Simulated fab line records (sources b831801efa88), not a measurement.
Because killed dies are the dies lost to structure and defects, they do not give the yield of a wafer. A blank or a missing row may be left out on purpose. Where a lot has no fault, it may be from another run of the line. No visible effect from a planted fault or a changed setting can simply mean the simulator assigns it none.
Struck lot and sound lot, side by side	flow gf180mcu	16 out of 602 route steps
Sound: wafers L871.2, L871.3, L871.4. The struck wafers were L865.2, L865.3, L865.4. At the end, the cause is stated.
Per side, at each step with rows, come the tool, then ch with its chambers, and then its first start. Under that, the readings that differ: sound wafers	struck wafers	difference of the means	sigmas: that difference in standard deviations of wafers without a fault.
alike: same words and numbers on both sides, and readings whose means sit less than 2 such deviations apart. not compared: any withheld reading, any reading some wafer has no value for, any bound like >300 that may hide the same value, and any number with overlapping values for which the record gives no deviation.
A row with sigmas, a row that says differs or no value, or rows on one side alone: a step with any of these is where the two part. Numbers that don't overlap but have no deviation are shown without sigmas and don't part them. A reading that every wafer of one side lacks parts them only if that side has two wafers or more.

GF_MIM_STRIP_20: strips in O2/N2.
  sound on plasmaAsher-02 ch 0,1, day 31 13:38; struck on plasmaAsher-03 ch 0,1, day 30 01:26
reading	sound	struck	difference	sigmas
stripTimeToEndpointS (s)	11.29 11.29 11.28	11.12 11.14 11.11	-0.16	-3
  alike: chamberPressureMTorr, drypumpMotorCurrentA, heaterPowerW, oesProductAu
  not compared: rfHoursCounterH
then, 9 steps without rows for these wafers: GF_MIM_STRIP_21 (strips in post etch residue remover, time 1200 s); GF_MIM_CLEAN_22 (cleans in DIW); GF_M5_DEHYDRATE_00 (time 60 s); GF_M5_HMDS_01 (prime time 60 s); GF_M5_COAT_02 (resist thk 1000 nm); GF_M5_SOFTBAKE_03 (time 60 s); GF_M5_EXPOSE_04 (exposes mask Metal5, target cd 280 nm); GF_M5_PEB_05 (peb time 90 s); GF_M5_DEVELOP_06 (develop time 60 s).
GF_M5_CD_MEAS_07: target cd 280 nm.
  sound on cdSem-01 at day 32 07:05; struck on cdSem-02 at day 30 20:11
  alike: cdNm
GF_M5_OVL_MEAS_08:
  sound on overlay-01 at day 32 07:11; struck on overlay-02 at day 30 20:17
  alike: M5_OVL
GF_M5_ETCH_09: etches Si3N4 in CF4/O2, target depth 52 nm, time 11.6 s.
  sound on rieDiel-04 ch 0,2,3, day 32 07:13; struck on rieDiel-02 ch 0,1, day 30 20:19
  no value came back on the struck wafers for any of 8 readings (O2_flow_sccm (sccm), biasW (W) and others); on the sound wafers O2_flow_sccm (sccm) reads 10.053 10.070 10.013
reading	sound	struck	difference	sigmas
model.KrF_of_M5_COAT_02.thkNm (nm)	951.9 948.2 949.8	987.7 985.9 988.3	+37.3	
GF_M5_METAL_ETCH_10: etches the open film in Cl2/BCl3, stops on SiO2, target depth 627.5 nm, time 104.6 s.
  sound on rieMetal-03 ch 0, day 32 07:17; struck on rieMetal-01 ch 0,1, day 30 20:20
reading	sound	struck	difference	sigmas
bcl3FlowSccm (sccm)	39.75 39.98 39.71	40.30 39.91 40.09	+0.29	+2
rfFwdPowerW (W)	794.1 791.7 789.8	796.0 797.9 797.0	+5.1	+2
model.KrF_of_M5_COAT_02.thkNm (nm)	702.3 698.2 699.4	737 737.1 736.8	+37	
  alike: biasW, chamberPressureMTorr, drypumpMotorCurrentA, oesProductAu, throttleValvePct
  not compared: rfHoursCounterH
GF_M5_STRIP_11: strips in O2/N2.
  sound on plasmaAsher-02 ch 0,1, day 32 07:28; struck on plasmaAsher-03 ch 0,1, day 30 20:27
reading	sound	struck	difference	sigmas
oesProductAu (a.u.)	0.541 0.549 0.540	0.565 0.563 0.556	+0.018	+3
stripTimeToEndpointS (s)	7.54 7.52 7.52	7.90 7.88 7.90	+0.37	+10
  alike: chamberPressureMTorr, drypumpMotorCurrentA, heaterPowerW
  not compared: rfHoursCounterH
then, 1 step without rows for these wafers: GF_M5_STRIP_12 (strips in post etch residue remover, time 1200 s).

WHERE THEY PART
Earliest at GF_MIM_STRIP_20; latest, in this record, at GF_M5_STRIP_11.

WHY: what the simulator had put in
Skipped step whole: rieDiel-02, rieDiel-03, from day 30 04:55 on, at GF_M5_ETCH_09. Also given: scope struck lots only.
